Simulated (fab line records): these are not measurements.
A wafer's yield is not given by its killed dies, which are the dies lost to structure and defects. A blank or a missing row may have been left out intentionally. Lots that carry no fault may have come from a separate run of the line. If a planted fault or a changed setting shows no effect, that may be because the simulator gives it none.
One fault through the eyes of 2 desks	flow sky130	what lay behind the numbers comes last; until then each desk has only its own

AT THE TOOL OWNER'S DESK: cmp-02
The tool's own readings at SKY_VIA2_CMP_02 (polishes SiO2): means of the sampled wafers that have a number, for each lot that ran on this tool. Marked OUT: a lot whose mean sits more than 4 standard deviations from the usual mean, which makes it out of limits; the brackets give that distance.
Columns: A = motor-current-A at SKY_VIA2_CMP_02, usual 12.2 A; B = platen-rpm at SKY_VIA2_CMP_02, usual 60.00 rpm
lot	first seen here	A	B
L253	day 34 22:53	11.2	60.00
L255	day 35 13:20	13.6	60.03
L259	day 37 02:20	9.9	60.02
L262	day 38 00:51	11.0	58.04 (-53) OUT
L266	day 39 06:11	12.7	56.00 (-99 or more) OUT
L272	day 41 13:24	10.0	59.99
L275	day 41 22:07	11.8	60.03
L276	day 42 04:25	11.7	60.02
This desk finds L262, L266 out of limits, L262 being first, at day 38 00:51 (platen-rpm at SKY_VIA2_CMP_02). Within limits: L253, L255, L259, L272, L275, L276.

THE METROLOGY DESK
What the gauges read for every lot (on any tool): the sampled wafers with a number, averaged. Marked OUT: a lot whose mean sits more than 4 standard deviations from the usual mean, which makes it out of limits; the brackets give that distance.
Columns: A = cd-nm at SKY_METAL1_CD_MEAS_15, usual 139.9 nm; B = VIA1_BOW at SKY_VIA1_BOW_MEAS_03, usual 80 um
lot	first seen here	A	B
L253	day 32 13:08	140.2	78
L255	day 33 04:47	138.1	83
L257	day 34 07:04	139.2	83
L259	day 34 17:32	140.5	82
L261	day 35 03:43	141.4	82
L262	day 35 16:17	143.3	79
L266	day 36 23:46	141.3	83
L271	day 38 11:35	137.7	79
L272	day 39 08:16	140.5	90
L274	day 39 15:32	140.0	71
L275	day 39 16:46	137.1	77
L273	day 39 19:13	137.6	79
L276	day 39 22:59	139.1	86
This desk's finding: nothing out of limits on any of the 13 lots.

BROUGHT TOGETHER
On L262, L266, at day 38 00:51, an alarm was possible from the tool owner's desk.
From the metrology desk's view, nothing was out of limits.
The metrology desk holds a record of L262, L266, inside its limits.
All the named lots went through SKY_VIA2_CMP_02 on cmp-02.

WHAT WAS PUT IN BY THE SIMULATOR
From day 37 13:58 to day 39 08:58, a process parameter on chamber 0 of cmp-02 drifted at SKY_VIA2_CMP_02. A move of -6 in setting platen-rpm, from 60. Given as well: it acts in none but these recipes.
Lots struck among those shown: L262, L266.
Delay in hours, fault start to first out-of-limits reading, by desk: the tool owner's desk at 11.
